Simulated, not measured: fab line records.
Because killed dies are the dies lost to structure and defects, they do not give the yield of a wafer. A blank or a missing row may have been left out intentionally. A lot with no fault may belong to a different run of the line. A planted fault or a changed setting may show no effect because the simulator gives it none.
Tool commonality check	flow gf180mcu	13 lots and 39 wafers in the sample

## WHY THIS WAS OPENED
2 of 13 lots carry a flag on the reading NSD_RS at GF_PSD_RS_MEAS_14. Wafers without a fault read 46.15 ohm/sq, standard deviation 0.1.
Rule: a lot is flagged in two cases, either no wafer of it has a number, or all its wafers with numbers fall more than 4 standard deviations from that mean. As for the other lots, they are considered sound.

lot	measured	on	NSD_RS (ohm/sq), wafer by wafer	flag
L220	day 14 10:16	film metro-02	46.18 46.09 46.24	
L223	day 15 09:07	film metro-02	46.12 46.08 46.12	
L224	day 15 16:14	film metro-02	46.08 46.13 46.16	
L225	day 15 23:52	film metro-02	46.21 46.09 46.13	
L226	day 16 14:41	film metro-02	46.13 46.13 46.15	
L229	day 17 15:21	film metro-02	46.08 46.15 46.19	
L230	day 17 23:22	film metro-02	46.67 46.66 46.72	FLAGGED
L231	day 18 02:31	film metro-02	46.10 46.02 46.11	
L232	day 18 11:31	film metro-03	46.66 46.88 46.84	FLAGGED
L239	day 21 01:04	film metro-02	46.31 46.34 46.38	
L240	day 21 16:10	film metro-02	46.19 46.04 46.09	
L241	day 21 16:31	film metro-03	46.14 45.98 45.98	
L242	day 22 03:38	film metro-04	46.18 46.18 46.18	
Average over the flagged lots: 46.74 ohm/sq; offset from the usual +0.59 ohm/sq, equal to +6 standard deviations.

## LOT BY LOT: THE TOOL USED
The record keeps 1 process step preceding the reading, out of 602 steps on the route. In each cell: the tool, then ch and the chambers that the sampled wafers went through, then the start.
lot	flag	GF_NSD_IMPLANT_10
L220		implanter-02 ch 0, day 13 12:44
L223		implanter-04 ch 0, day 14 10:59
L224		implanter-04 ch 0, day 14 17:43
L225		implanter-01 ch 0, day 15 01:47
L226		implanter-01 ch 0, day 15 17:11
L229		implanter-04 ch 0, day 16 14:44
L230	FLAGGED	implanter-04 ch 0, day 16 23:49
L231		implanter-01 ch 0, day 17 02:40
L232	FLAGGED	implanter-04 ch 0, day 17 11:13
L239		implanter-04 ch 0, day 20 00:26
L240		implanter-02 ch 0, day 20 15:36
L241		implanter-04 ch 0, day 20 16:07
L242		implanter-01 ch 0, day 21 03:18
What these steps do:
- GF_NSD_IMPLANT_10
- GF_PSD_RS_MEAS_14: measures by four-point-probe.

## FLAGGED AGAINST TOTAL, ONE TOOL AT A TIME (gauges that did the reading follow at the end)
step	tool	lots run	flagged	share of the flagged lots	sound lots run after its first flagged lot
GF_NSD_IMPLANT_10	implanter-01	4	0	none	-
GF_NSD_IMPLANT_10	implanter-02	2	0	none	-
GF_NSD_IMPLANT_10	implanter-04	7	2	all	2 (L239,L241)
GF_PSD_RS_MEAS_14	film metro-02	10	1	some	3 (L231,L239,L240)
GF_PSD_RS_MEAS_14	film metro-03	2	1	some	1 (L241)
GF_PSD_RS_MEAS_14	film metro-04	1	0	none	-

## THE TABLE: WHAT IT ALLOWS
All flagged lots share 1 row of the table, namely implanter-04 at GF_NSD_IMPLANT_10.
- implanter-04 at GF_NSD_IMPLANT_10: 2 of its 7 lots flagged. Sound lots followed the first flagged one (L239, L241) on it, something a lasting fault affecting the whole tool could not allow. Its own readings (dose ions cm2) fall more than 4 standard deviations out on all wafers of the flagged lots.
None of the table's rows ran every flagged lot and, after the first, no sound lot.

## WHAT THE SIMULATOR HAD INSERTED
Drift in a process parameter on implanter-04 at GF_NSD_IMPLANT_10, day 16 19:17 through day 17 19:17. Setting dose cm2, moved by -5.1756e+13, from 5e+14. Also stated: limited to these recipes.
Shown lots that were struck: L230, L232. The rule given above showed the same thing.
